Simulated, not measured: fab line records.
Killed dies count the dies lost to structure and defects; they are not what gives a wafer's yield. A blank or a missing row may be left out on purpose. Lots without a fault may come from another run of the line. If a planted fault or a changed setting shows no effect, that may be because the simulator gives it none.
Which tool is to blame?	flow sky130	39 wafers from 13 lots sampled at 2 of the route's 708 steps

WHAT EACH GAUGE READ, for each wafer
SKY_SONOS_TUNNEL_TW_MEAS_12.
lot	measured	on	SONOS_TUNNEL_TW
L933	day 11 04:35	film-metro-04	200.8 198.7 199.3
L934	day 11 20:25	film-metro-01	198.4 198.4 198.5
L935	day 12 00:30	film-metro-01	198.4 198.9 198.3
L937	day 12 16:34	film-metro-04	198.8 199.5 199.6
L938	day 13 02:41	film-metro-01	198.9 199.1 199.6
L939	day 13 11:21	film-metro-03	243.0 243.1 242.3 242.4 243.9 243.6
L941	day 14 02:37	film-metro-03	200.5 201.4 199.2
L946	day 15 12:02	film-metro-01	198.7 198.0 197.8
L950	day 16 20:45	film-metro-03	244.3 244.8 244.5 243.3 244.3 244.5
L951	day 17 02:59	film-metro-04	201.7 199.8 200.1
L953	day 17 18:27	film-metro-01	198.9 197.1 197.7
L954	day 18 01:47	film-metro-01	198.4 199.1 199.3
L955	day 18 14:56	film-metro-04	198.6 199.1 200.1

WHICH TOOL RAN EACH LOT (tool, then ch and the chambers of the sampled wafers, then the start)
lot	SKY_SONOS_TUNNEL_IMPLANT_09
L933	implanter-04 ch 0, day 11 04:01
L934	implanter-02 ch 0, day 11 19:56
L935	implanter-02 ch 0, day 11 23:58
L937	implanter-02 ch 0, day 12 15:59
L938	implanter-03 ch 0, day 13 01:44
L939	implanter-02 ch 0, day 13 10:29
L941	implanter-02 ch 0, day 14 02:11
L946	implanter-04 ch 0, day 15 11:37
L950	implanter-02 ch 0, day 16 19:50
L951	implanter-03 ch 0, day 17 02:34
L953	implanter-02 ch 0, day 17 18:02
L954	implanter-02 ch 0, day 18 01:22
L955	implanter-02 ch 0, day 18 14:31
- SKY_SONOS_TUNNEL_IMPLANT_09

AS READ BY THE TOOLS THEMSELVES (means over the sampled wafers that have a number; for cases with no such wafer, the mark the record gives instead)
SKY_SONOS_TUNNEL_IMPLANT_09.
lot	tool	beam-on-s (s)	dose-ions-cm2
L933	implanter-04	9.80	1e+12
L934	implanter-02	10.06	1e+12
L935	implanter-02	10.07	1e+12
L937	implanter-02	10.00	1e+12
L938	implanter-03	10.13	1e+12
L939	implanter-02	9.97	1e+12
L941	implanter-02	10.12	1e+12
L946	implanter-04	9.90	1e+12
L950	implanter-02	10.00	1e+12
L951	implanter-03	9.93	1e+12
L953	implanter-02	9.77	1e+12
L954	implanter-02	10.01	1e+12
L955	implanter-02	10.10	1e+12

THE ANSWER, worked out from the rows above alone
Rule: what is usual is taken from the lots themselves. Put in order of their means at a reading, lots are off if they are a third of the lots or fewer, leave a main group of 4 or more, and stand apart from it by a gap of 3 or more times the standard deviation of the main group's means; of several such gaps the widest counts. The tables above print the reading to a certain number of digits; a main group whose means all agree to those digits is not used. Also off: a lot with no number at a reading for which 4 or more lots have one. All remaining lots with rows at the step are treated as sound. First the gauges in route order, then the tools' own readings, where a lot's mean is used as printed above. The first step at which some lot is off is used, and at that step the reading that is off furthest; a lot without a number counts as furthest.
Off: at SKY_SONOS_TUNNEL_TW_MEAS_12 (SONOS_TUNNEL_TW), L939, L950. The main group has a mean of 199.1 with a standard deviation of 0.8.
A tool fits if, at a process step before that reading, it ran every lot that is off, and no sound lot after the first of them. Gauges at SKY_SONOS_TUNNEL_TW_MEAS_12: tried the same way as those tools. None of those tried fits.

WHAT THE SIMULATOR PUT IN
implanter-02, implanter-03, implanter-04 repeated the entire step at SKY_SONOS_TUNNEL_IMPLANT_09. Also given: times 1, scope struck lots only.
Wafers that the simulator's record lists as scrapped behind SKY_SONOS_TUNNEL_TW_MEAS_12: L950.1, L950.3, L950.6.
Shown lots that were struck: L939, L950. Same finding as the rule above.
